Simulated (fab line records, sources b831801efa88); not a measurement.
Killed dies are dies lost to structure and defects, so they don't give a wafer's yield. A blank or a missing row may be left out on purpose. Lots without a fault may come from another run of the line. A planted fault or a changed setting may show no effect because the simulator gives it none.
fab line records | flow gf180mcu
record lots=24 wafers=72 last_day=34
route steps=602 shown STI@15 V3@451 V4@480 V5@558
lots that met no fault: from a run of the same line without faults
start_h: hours from the record's first day to the start of the lot's first wafer shown | wait_h: hours since the lot's step before | " the same as in the row above | L1.1+2: a row that stands for several wafers | - no value, or no start given | * or withheld: withheld | < > ~ a bound
route shown NAME@n: a module of which the file shows steps, and the number in the route of the first | usual: mean/standard deviation of fault-free wafers | same: alike in all rows | chamber/n: place in a boat | sites: the reading at each site | _std_site: their standard deviation | _edge_site: outer sites' mean less inner sites' | radius_mm: how far each site lies from the wafer's centre | mask NAME#n: copy n | behind: the tool/chamber that last shaped the wafer | hold: why the lot was held/for how many hours/how that ended | device: the transistor (n, p or np) that didn't switch | end of line: the same wafers' tests at the end of the route | a step without rows: its recipe alone | killed: dies lost to structure and defects at the first sort, not the wafer's yield | map: a wafer's dies, x killed, . not, _ none there
set.NAME: the setting as run; set.NAME@STEP: as run at that earlier step | model.NAME: the simulator's own value behind a step, which no gauge read
steps of the route over a sample of lots; a table a step, a row a wafer
services: from which hour (start_h, from the record's first day; less than 0 if before it) a tool's chamber was out of use, for how many hours, and why
## steps
# step GF_STI_ETCH_14
# recipe target=Si chemistry=HBr/Cl2/O2 target_depth_nm=360 icp_w=600 bias_w=150 pressure_mtorr=15 HBr_flow_sccm=150 Cl2_flow_sccm=40 O2_flow_sccm=6 time_s=102.9
# usual HBr_flow_sccm=149.9/0.47 drypump_motor_current_A=5.77/0.27 oes_product_au=0.997/0.0093 throttle_valve_pct=25.659/0.0096
# columns lot.wafer tool chamber start_h wait_h HBr_flow_sccm drypump_motor_current_A oes_product_au rf_hours_counter_h throttle_valve_pct
L074.2 rie_si-01 3 24.95 0.0 150.3 5.77 1.001 81 25.665
L074.4 " 2 " " 150.1 5.95 1.000 - 25.652
L074.6 " 3 " " 150.1 5.74 0.998 - 25.641
L075.1 rie_si-02 0 30.72 0.0 150.0 6.14 1.005 102 25.666
L075.5 " 3 " " 150.6 5.90 0.991 - 25.668
L075.6 " 2 " " 150.7 5.59 0.986 - 25.660
L076.1 rie_si-02 0 36.32 0.0 150.3 6.21 1.001 102 25.645
L076.2 " 3 " " 149.8 5.91 0.993 2 25.655
L076.6 " 3 " " 149.7 5.91 0.991 - 25.665
L077.1 rie_si-02 0 40.57 0.0 149.9 6.15 1.003 102 25.655
L077.2 " 3 " " 149.6 5.90 0.993 2 25.653
L077.3 " 2 " " 150.0 5.57 0.990 7 25.660
L078.1 rie_si-02 2 46.25 0.0 149.6 5.57 0.984 7 25.667
L078.2 " 0 " " 149.8 6.15 0.987 102 25.667
L078.3 " 3 " " 149.4 5.91 0.991 2 25.657
L079.2 rie_si-01 2 52.22 0.0 149.6 5.94 0.993 124 25.637
L079.3 " 0 " " 150.1 5.19 1.019 79 25.651
L079.5 " 0 " " 149.2 5.19 1.022 - 25.651
L080.1 rie_si-01 3 55.75 0.0 149.8 5.75 0.994 82 25.642
L080.5 " 1 " " 149.6 5.73 0.996 - 25.641
L080.6 " 2 " " 149.6 5.93 0.975 - 25.664
L081.1 rie_si-01 1 61.67 0.0 149.7 5.74 1.005 0 25.647
L081.2 " 3 " " 150.8 5.73 1.010 82 25.650
L081.6 " 3 " " 150.5 5.73 0.999 - 25.642
L082.3 rie_si-01 1 67.62 0.0 149.5 5.74 1.016 0 25.639
L082.4 " 0 " " 150.1 5.17 1.006 79 25.657
L082.5 " 2 " " 149.7 5.94 0.993 - 25.651
L083.1 rie_si-02 3 71.72 0.0 150.0 5.93 0.992 3 25.662
L083.5 " 3 " " 149.7 5.92 0.994 - 25.655
L083.6 " 2 " " 150.1 5.59 0.989 - 25.654
L084.1 rie_si-01 1 76.67 0.0 150.0 5.70 1.007 0 25.653
L084.3 " 3 " " 151.0 5.72 1.008 82 25.654
L084.6 " 1 " " 149.7 5.74 1.004 - 25.659
L085.1 rie_si-02 3 83.87 0.0 150.2 5.93 0.976 3 25.684
L085.4 " 1 " " 149.5 5.74 0.996 19 25.660
L085.6 " 0 " " 150.0 6.13 0.994 - 25.669
L086.2 rie_si-01 2 87.00 0.0 150.0 5.94 0.983 124 25.666
L086.3 " 3 " " 149.7 5.75 1.003 82 25.641
L086.6 " 3 " " 150.9 5.71 1.016 - 25.648
L087.4 rie_si-01 1 92.52 0.0 150.9 5.72 1.007 1 25.645
L087.5 " 3 " " 150.2 5.72 1.005 - 25.647
L087.6 " 0 " " 149.6 5.17 1.006 - 25.661
L088.2 rie_si-01 2 97.42 0.0 150.6 5.94 0.982 124 25.665
L088.5 " 1 " " 150.1 5.70 1.004 - 25.656
L088.6 " 2 " " 150.2 5.94 0.981 - 25.665
L089.1 rie_si-02 1 103.10 0.0 149.0 5.74 1.009 19 25.641
L089.3 " 0 " " 150.2 6.16 1.001 103 25.656
L089.5 " 2 " " 150.3 5.58 0.988 - 25.657
L090.1 rie_si-02 0 107.70 0.0 150.0 6.14 1.004 103 25.668
L090.3 " 2 " " 149.6 5.59 0.981 8 25.666
L090.6 " 3 " " 148.4 5.93 0.992 - 25.668
L091.2 rie_si-02 3 115.17 0.0 149.0 5.91 0.993 3 25.660
L091.3 " 1 " " 150.2 5.71 1.004 19 25.670
L091.6 " 3 " " 150.4 5.93 0.991 - 25.644
L092.3 rie_si-02 3 119.37 0.0 149.6 5.89 0.999 3 25.667
L092.5 " 1 " " 149.7 5.78 1.008 - 25.638
L092.6 " 2 " " 149.6 5.58 0.985 - 25.653
L093.1 rie_si-01 0 122.92 0.0 149.5 5.16 1.005 80 25.655
L093.2 " 1 " " 150.0 5.69 1.001 1 25.662
L093.6 " 0 " " 149.8 5.17 1.000 - 25.667
L094.2 rie_si-02 3 129.07 0.0 150.6 5.90 0.987 3 25.652
L094.4 " 2 " " 150.1 5.61 0.992 8 25.667
L094.6 " 3 " " 150.3 5.92 0.990 - 25.657
L095.1 rie_si-02 2 133.17 0.0 149.9 5.54 0.994 8 25.664
L095.3 " 0 " " 149.1 6.16 1.004 103 25.656
L095.5 " 2 " " 150.2 5.55 0.998 - 25.656
L096.2 rie_si-02 2 138.82 0.0 150.3 5.60 0.992 8 25.663
L096.4 " 0 " " 149.8 6.16 0.989 103 25.656
L096.5 " 3 " " 150.0 5.92 0.991 - 25.677
L097.1 rie_si-02 3 145.16 0.0 149.9 5.92 1.003 3 25.663
L097.3 " 0 " " 150.1 6.09 0.991 103 25.663
L097.5 " 3 " " 150.0 5.92 0.992 - 25.678
# step GF_V3_SPUTTER_22
# recipe material=TiN target_thk_nm=10 chamber_pressure_pa=5 power_w=4000 time_s=40
# usual throttle_valve_pct=29.8/1.1
# columns lot.wafer tool chamber start_h wait_h throttle_valve_pct
L074.2 pvd_sputter-03 - 508.23 0.0 30.1
L074.4 " - " " 28.5
L074.6 " - " " 30.6
L075.1 pvd_sputter-03 - 524.19 0.0 28.6
L075.5 " - " " 30.4
L075.6 " - " " 29.1
L076.1 pvd_sputter-03 - 530.69 0.0 30.5
L076.2 " - " " 28.8
L076.6 " - " " 28.5
L077.1 pvd_sputter-02 - 540.48 0.0 30.7
L077.2 " - " " 31.2
L077.3 " - " " 29.5
L078.1 pvd_sputter-03 - 546.92 0.0 30.4
L078.2 " - " " 27.8
L078.3 " - " " 29.2
L079.2 pvd_sputter-03 - 558.35 0.0 29.0
L079.3 " - " " 28.0
L079.5 " - " " 27.9
L080.1 pvd_sputter-03 - 568.13 0.0 30.1
L080.5 " - " " 28.4
L080.6 " - " " 30.3
L081.1 pvd_sputter-03 - 574.92 0.0 29.0
L081.2 " - " " 28.1
L081.6 " - " " 29.3
L082.3 pvd_sputter-02 - 582.19 0.0 31.1
L082.4 " - " " 31.2
L082.5 " - " " 31.3
L083.1 pvd_sputter-03 - 590.66 0.0 28.3
L083.5 " - " " 29.2
L083.6 " - " " 28.6
L084.1 pvd_sputter-02 - 599.38 0.0 31.4
L084.3 " - " " 30.5
L084.6 " - " " 29.7
L085.1 pvd_sputter-03 - 609.03 0.0 28.3
L085.4 " - " " 30.4
L085.6 " - " " 29.2
L086.2 pvd_sputter-02 - 615.74 0.0 30.7
L086.3 " - " " 31.2
L086.6 " - " " 30.9
L087.4 pvd_sputter-02 - 626.04 0.0 31.2
L087.5 " - " " 29.6
L087.6 " - " " 30.9
L088.2 pvd_sputter-03 - 627.26 0.0 29.5
L088.5 " - " " 28.3
L088.6 " - " " 30.4
L089.1 pvd_sputter-04 - 640.00 0.0 30.7
L089.3 " - " " 30.0
L089.5 " - " " 29.8
L090.1 pvd_sputter-02 - 644.93 0.0 31.3
L090.3 " - " " 30.6
L090.6 " - " " 30.9
L091.2 pvd_sputter-02 - 655.29 0.0 30.5
L091.3 " - " " 31.1
L091.6 " - " " 29.6
L092.3 pvd_sputter-04 - 659.44 0.0 30.6
L092.5 " - " " 30.9
L092.6 " - " " 29.8
L093.1 pvd_sputter-03 - 666.65 0.0 28.4
L093.2 " - " " 29.3
L093.6 " - " " 28.3
L094.2 pvd_sputter-03 - 672.80 0.0 28.1
L094.4 " - " " 28.5
L094.6 " - " " 29.1
L095.1 pvd_sputter-03 - 677.41 0.0 28.1
L095.3 " - " " 30.3
L095.5 " - " " 29.2
L096.2 pvd_sputter-04 - 682.41 0.0 30.8
L096.4 " - " " 30.9
L096.5 " - " " 31.0
L097.1 pvd_sputter-04 - 691.59 0.0 30.6
L097.3 " - " " 30.9
L097.5 " - " " 30.6
# step GF_V4_CMP_04
# recipe material=SiO2 down_force_psi=4 platen_rpm=60 pad_velocity_m_s=0.94248
# usual motor_current_A=12.0/1.7 time_to_endpoint_s=82/5
# columns lot.wafer tool chamber start_h wait_h motor_current_A time_to_endpoint_s
L074.2 cmp-02 2 533.28 0.0 10.4 79
L074.4 " 3 " " 13.5 90
L074.6 " 2 " " 10.2 88
L075.1 cmp-01 1 549.28 0.2 12.9 85
L075.5 " 2 " " 12.0 85
L075.6 " 3 " " 12.8 89
L076.2 cmp-01 3 555.32 0.0 12.2 84
L076.1 " 0 " " 9.7 83
L076.6 " 3 " " 13.0 86
L077.2 cmp-01 1 565.23 0.0 12.4 77
L077.1 " 2 " " 12.0 79
L077.3 " 3 " " 13.0 84
L078.2 cmp-01 1 571.07 0.0 13.3 86
L078.1 " 3 " " 13.1 88
L078.3 " 0 " " 10.3 83
L079.2 cmp-02 2 582.45 0.1 10.7 80
L079.3 " 3 " " 13.6 86
L079.5 " 2 " " 10.8 81
L080.1 cmp-01 1 591.72 0.1 13.0 83
L080.5 " 0 " " 10.5 84
L080.6 " 1 " " 13.3 86
L081.1 cmp-01 3 598.50 0.1 13.2 81
L081.2 " 1 " " 13.2 73
L081.6 " 3 " " 13.4 80
L082.3 cmp-02 3 606.17 0.0 14.2 73
L082.4 " 1 " " 13.4 84
L082.5 " 0 " " 9.3 85
L083.1 cmp-01 0 613.00 0.1 10.3 79
L083.5 " 2 " " 11.5 76
L083.6 " 3 " " 12.5 86
L084.3 cmp-02 2 622.38 0.0 10.5 81
L084.1 " 3 " " 12.7 79
L084.6 " 3 " " 13.8 81
L085.4 cmp-01 3 631.36 0.0 13.2 78
L085.1 " 2 " " 11.5 79
L085.6 " 0 " " 10.3 81
L086.3 cmp-02 1 637.09 0.1 13.9 76
L086.2 " 2 " " 10.9 80
L086.6 " 0 " " 9.1 88
L087.4 cmp-02 3 648.54 0.2 12.8 87
L087.5 " 0 " " 9.1 81
L087.6 " 1 " " 14.2 88
L088.2 cmp-02 2 649.63 0.1 11.0 65
L088.6 " 0 " " 9.5 77
L088.5 " 1 " " 13.8 74
L089.3 cmp-01 3 661.40 0.1 12.6 82
L089.1 " 0 " " 10.5 74
L089.5 " 2 " " 11.4 80
L090.1 cmp-02 3 666.33 0.1 13.9 78
L090.3 " 0 " " 9.5 77
L090.6 " 0 " " 9.5 90
L091.2 cmp-02 3 677.03 0.1 13.7 82
L091.3 " 0 " " 9.4 76
L091.6 " 2 " " 10.5 76
L092.3 cmp-01 3 680.19 0.2 13.9 83
L092.5 " 0 " " 9.9 88
L092.6 " 1 " " 12.9 84
L093.1 cmp-01 1 687.57 0.1 12.6 77
L093.2 " 2 " " 11.2 75
L093.6 " 1 " " 12.8 84
L094.2 cmp-01 1 694.48 0.1 13.2 81
L094.4 " 3 " " 13.8 85
L094.6 " 0 " " 10.3 90
L095.1 cmp-02 1 697.97 0.1 14.2 75
L095.3 " 2 " " 11.6 78
L095.5 " 0 " " 9.8 85
L096.4 cmp-02 2 703.55 0.1 10.5 90
L096.2 " 3 " " 13.2 87
L096.5 " 1 " " 15.2 86
L097.1 cmp-01 3 712.33 0.1 12.6 78
L097.3 " 0 " " 10.3 89
L097.5 " 2 " " 11.6 80
# step GF_V4_OVL_MEAS_15
# usual V4_OVL=0/5
# columns lot.wafer tool chamber start_h wait_h V4_OVL[nm]
L074.2 overlay-01 - 555.87 0.1 -8
L074.4 " - " " -1
L074.6 " - " " 1
L075.1 overlay-01 - 572.13 0.1 -3
L075.5 " - " " -4
L075.6 " - " " 1
L076.1 overlay-02 - 577.47 0.1 8
L076.2 " - " " 5
L076.6 " - " " 5
L077.1 overlay-01 - 587.46 0.1 -5
L077.2 " - " " 0
L077.3 " - " " -2
L078.1 overlay-02 - 593.22 0.1 -8
L078.2 " - " " -6
L078.3 " - " " -4
L079.2 overlay-01 - 603.62 0.1 2
L079.3 " - " " 1
L079.5 " - " " 5
L080.1 overlay-01 - 613.47 0.1 -4
L080.5 " - " " 0
L080.6 " - " " 2
L081.1 overlay-01 - 619.85 0.1 2
L081.2 " - " " 2
L081.6 " - " " 2
L082.3 overlay-01 - 626.09 0.1 -4
L082.4 " - " " -7
L082.5 " - " " -11
L083.1 overlay-01 - 634.17 0.1 3
L083.5 " - " " 10
L083.6 " - " " -2
L084.1 overlay-02 - 643.13 0.1 3
L084.3 " - " " 7
L084.6 " - " " 4
L085.1 overlay-02 - 651.26 0.1 5
L085.4 " - " " 10
L085.6 " - " " 3
L086.2 overlay-01 - 657.47 0.1 -11
L086.3 " - " " -3
L086.6 " - " " -5
L087.4 overlay-02 - 667.88 0.1 11
L087.5 " - " " 9
L087.6 " - " " 10
L088.2 overlay-01 - 669.37 0.1 0
L088.5 " - " " 12
L088.6 " - " " 4
L089.1 overlay-01 - 681.27 0.1 1
L089.3 " - " " -6
L089.5 " - " " -10
L090.1 overlay-02 - 685.47 0.1 2
L090.3 " - " " 6
L090.6 " - " " 5
L091.2 overlay-02 - 695.79 0.1 1
L091.3 " - " " -4
L091.6 " - " " 0
L092.3 overlay-01 - 699.52 0.1 1
L092.5 " - " " -7
L092.6 " - " " 6
L093.1 overlay-02 - 706.47 0.1 0
L093.2 " - " " -2
L093.6 " - " " -1
L094.2 overlay-01 - 712.77 0.1 12
L094.4 " - " " 5
L094.6 " - " " -1
L095.1 overlay-01 - 716.31 0.1 -1
L095.3 " - " " 2
L095.5 " - " " 4
L096.2 overlay-02 - 721.67 0.1 0
L096.4 " - " " -2
L096.5 " - " " -2
L097.1 overlay-01 - 730.07 0.1 -5
L097.3 " - " " -6
L097.5 " - " " 2
# step GF_V5_STRIP_18
# recipe chemistry=O2/N2 power_w=1400 pressure_mtorr=1500 platen_temp_c=250 o2_flow_sccm=3000 n2_flow_sccm=300 overash_fraction=0.5
# usual drypump_motor_current_A=5.8/0.52 heater_power_w=349/37 oes_product_au=0.568/0.0051
# columns lot.wafer tool chamber start_h wait_h drypump_motor_current_A heater_power_w oes_product_au rf_hours_counter_h
L074.2 plasma_asher-03 1 623.05 - 6.3 401 0.569 53
L074.4 " 1 " " 6.3 412 0.578 -
L074.6 " 1 " " 6.3 407 0.561 -
L075.1 plasma_asher-02 0 639.27 - 6.0 284 0.568 99
L075.5 " 0 " " 6.0 285 0.558 -
L075.6 " 1 " " 5.9 348 0.558 -
L076.1 plasma_asher-02 0 642.95 - 6.0 289 0.562 99
L076.2 " 1 " " 6.0 343 0.564 99
L076.6 " 0 " " 6.0 283 0.569 -
L077.1 plasma_asher-03 1 651.72 - 6.3 410 0.574 56
L077.2 " 0 " " 5.3 337 0.567 56
L077.3 " 0 " " 5.3 337 0.559 -
L078.1 plasma_asher-04 0 658.17 - 5.1 336 0.566 26
L078.2 " 1 " " 6.4 318 0.571 26
L078.3 " 1 " " 6.4 313 0.574 -
L079.2 plasma_asher-04 1 667.25 - 6.4 321 0.570 27
L079.3 " 0 " " 5.1 330 0.569 -
L079.5 " 1 " " 6.4 323 0.568 -
L080.1 plasma_asher-02 1 676.27 - 6.0 345 0.560 102
L080.5 " 0 " " 6.0 292 0.565 -
L080.6 " 1 " " 6.0 347 0.563 -
L081.1 plasma_asher-03 0 682.72 - 5.3 336 0.575 59
L081.2 " 1 " " 6.3 401 0.570 59
L081.6 " 1 " " 6.3 403 0.563 -
L082.3 plasma_asher-04 1 689.15 - 6.4 318 0.575 -
L082.4 " 0 " " 5.1 337 0.564 -
L082.5 " 1 " " 6.4 314 0.571 -
L083.1 plasma_asher-03 0 694.97 - 5.3 346 0.564 61
L083.5 " 1 " " 6.3 415 0.565 -
L083.6 " 0 " " 5.3 340 0.560 -
L084.1 plasma_asher-04 0 703.70 - 5.1 333 0.568 31
L084.3 " 0 " " 5.1 332 0.573 -
L084.6 " 0 " " 5.1 340 0.560 -
L085.1 plasma_asher-03 0 712.85 - 5.3 335 0.568 62
L085.4 " 0 " " 5.3 320 0.572 -
L085.6 " 1 " " 6.3 411 0.570 -
L086.2 plasma_asher-03 0 716.67 - 5.3 338 0.569 63
L086.3 " 0 " " 5.3 329 0.564 -
L086.6 " 0 " " 5.3 343 0.574 -
L087.4 plasma_asher-03 1 726.75 - 6.2 401 0.577 -
L087.5 " 0 " " 5.3 329 0.567 -
L087.6 " 1 " " 6.3 411 0.560 -
L088.2 plasma_asher-04 1 727.72 - 6.4 324 0.561 34
L088.5 " 0 " " 5.1 342 0.559 -
L088.6 " 1 " " 6.4 317 0.561 -
L089.1 plasma_asher-03 0 739.37 - 5.3 332 0.569 65
L089.3 " 0 " " 5.3 338 0.571 -
L089.5 " 1 " " 6.3 401 0.569 -
L090.1 plasma_asher-04 1 741.82 - 6.4 317 0.573 36
L090.3 " 1 " " 6.4 325 0.568 -
L090.6 " 0 " " 5.1 337 0.569 -
L091.2 plasma_asher-03 1 753.17 - 6.3 406 0.565 67
L091.3 " 1 " " 6.3 410 0.565 -
L091.6 " 0 " " 5.3 338 0.566 -
L092.3 plasma_asher-03 0 756.18 - 5.3 338 0.566 -
L092.5 " 0 " " 5.3 331 0.561 -
L092.6 " 1 " " 6.3 394 0.570 -
L093.1 plasma_asher-03 1 761.72 - 6.3 402 0.564 68
L093.2 " 0 " " 5.3 330 0.569 68
L093.6 " 0 " " 5.3 344 0.573 -
L094.2 plasma_asher-03 0 767.45 - 5.3 336 0.571 69
L094.4 " 0 " " 5.3 334 0.583 -
L094.6 " 1 " " 6.3 399 0.560 -
L095.1 plasma_asher-04 1 770.70 - 6.4 329 0.568 40
L095.3 " 0 " " 5.1 339 0.569 -
L095.5 " 1 " " 6.4 318 0.563 -
L096.2 plasma_asher-02 1 775.86 - 5.9 339 0.563 3
L096.4 " 0 " " 6.0 299 0.569 -
L096.5 " 0 " " 6.0 301 0.571 -
L097.1 plasma_asher-03 0 783.42 - 5.3 342 0.561 70
L097.3 " 1 " " 6.3 396 0.562 -
L097.5 " 1 " " 6.3 394 0.564 -
# step GF_V5_CMP_26
# recipe stop_on=SiO2 down_force_psi=3.5 platen_rpm=60 t_overpolish_s=15 target_thk_nm=0 pad_velocity_m_s=0.94248
# usual motor_current_A=11.0/1.7 overpolish_run_s=14.999/0.0094 time_to_endpoint_s=86/3.4
# columns lot.wafer tool chamber start_h wait_h motor_current_A overpolish_run_s time_to_endpoint_s
L074.4 cmp-02 3 624.06 0.1 12.8 15.004 88
L074.2 " 0 " " 9.0 15.005 86
L074.6 " 2 " " 10.1 15.011 88
L075.1 cmp-02 1 640.26 0.1 13.3 14.994 84
L075.5 " 1 " " 13.4 15.010 83
L075.6 " 2 " " 9.2 14.995 86
L076.1 cmp-02 3 643.92 0.1 12.7 15.000 89
L076.2 " 0 " " 8.8 14.999 85
L076.6 " 3 " " 12.4 15.001 88
L077.3 cmp-02 3 652.65 0.0 12.8 15.005 85
L077.1 " 1 " " 13.3 14.987 83
L077.2 " 2 " " 10.1 15.003 80
L078.3 cmp-02 2 659.10 0.0 10.0 14.999 82
L078.2 " 0 " " 8.4 15.000 86
L078.1 " 1 " " 12.9 14.983 84
L079.2 cmp-02 3 668.18 0.0 12.5 14.998 89
L079.3 " 1 " " 12.8 14.994 86
L079.5 " 3 " " 12.3 14.976 91
L080.1 cmp-01 2 677.33 0.1 10.4 15.032 82
L080.6 " 0 " " 9.8 14.997 83
L080.5 " 1 " " 11.9 14.990 86
L081.2 cmp-02 2 683.78 0.1 9.8 15.006 85
L081.1 " 3 " " 12.4 14.991 85
L081.6 " 1 " " 13.8 14.998 82
L082.3 cmp-01 0 690.05 0.0 9.3 15.002 87
L082.4 " 3 " " 12.1 15.010 86
L082.5 " 0 " " 9.8 14.993 86
L083.1 cmp-01 0 696.05 0.2 9.1 14.989 87
L083.5 " 1 " " 12.0 15.009 90
L083.6 " 2 " " 11.1 15.003 82
L084.3 cmp-02 0 704.73 0.1 8.5 14.999 86
L084.1 " 2 " " 9.9 14.987 83
L084.6 " 3 " " 12.1 15.011 86
L085.1 cmp-01 3 713.78 0.1 11.9 14.985 87
L085.4 " 2 " " 10.6 15.018 81
L085.6 " 0 " " 9.5 15.004 87
L086.3 cmp-01 1 717.75 0.2 12.4 15.010 84
L086.2 " 2 " " 10.9 14.993 81
L086.6 " 0 " " 8.8 14.998 86
L087.4 cmp-02 0 727.65 0.0 8.8 14.986 86
L087.6 " 0 " " 8.5 15.009 87
L087.5 " 1 " " 12.6 14.984 88
L088.2 cmp-01 0 728.73 0.1 9.2 15.016 88
L088.6 " 3 " " 12.1 14.988 89
L088.5 " 0 " " 9.6 14.997 86
L089.3 cmp-02 1 740.39 0.1 13.8 15.012 84
L089.1 " 3 " " 12.9 15.001 86
L089.5 " 0 " " 8.5 14.999 90
L090.1 cmp-02 2 742.91 0.2 9.7 14.998 92
L090.3 " 3 " " 12.9 14.998 92
L090.6 " 1 " " 12.8 14.995 93
L091.2 cmp-02 0 754.59 0.0 9.0 14.998 86
L091.3 " 2 " " 9.7 15.013 88
L091.6 " 0 " " 8.2 14.999 86
L092.3 cmp-02 1 757.17 0.1 13.9 15.000 84
L092.5 " 3 " " 12.6 15.016 87
L092.6 " 0 " " 8.6 14.995 87
L093.1 cmp-02 2 763.31 0.7 9.5 15.001 85
L093.2 " 3 " " 12.2 14.980 86
L093.6 " 3 " " 12.5 15.013 88
L094.4 cmp-02 1 768.42 0.1 14.0 15.004 88
L094.2 " 2 " " 9.0 14.995 86
L094.6 " 1 " " 12.3 15.000 84
L095.1 cmp-01 3 771.67 0.1 12.1 15.012 91
L095.3 " 1 " " 11.6 15.011 89
L095.5 " 2 " " 10.9 15.003 83
L096.4 cmp-02 3 776.98 0.1 11.8 14.987 81
L096.2 " 0 " " 8.2 15.013 84
L096.5 " 1 " " 12.9 14.995 77
L097.1 cmp-01 2 784.51 0.1 10.5 15.006 84
L097.3 " 3 " " 11.6 14.980 91
L097.5 " 0 " " 9.4 15.009 93
## services
# columns tool chamber start_h hours kind
cmp-02 - 2.92 0.6 repair
cmp-01 - 21.25 4.7 pm
cmp-02 - 43.98 5.8 repair
cmp-01 - 46.97 0.5 repair
cmp-02 - 64.00 4.0 pm
cmp-02 - 70.71 3.1 repair
cmp-02 - 104.78 1.3 repair
cmp-02 - 141.34 9.5 pm
cmp-02 - 194.58 2.3 repair
cmp-02 - 197.99 12.2 pm
cmp-02 - 211.71 4.6 repair
cmp-02 - 248.52 0.7 repair
cmp-02 - 345.07 8.2 pm
cmp-02 - 355.24 2.7 repair
cmp-02 - 396.82 1.5 repair
cmp-02 - 404.00 4.0 pm
cmp-02 - 509.93 1.9 repair
cmp-02 - 588.98 0.3 repair
cmp-02 - 610.08 6.6 pm
cmp-02 - 653.12 2.2 repair
cmp-02 - 696.62 0.9 repair
cmp-02 - 713.20 1.8 repair
cmp-02 - 715.03 3.9 pm
cmp-02 - 744.00 4.0 pm
## key
fault none
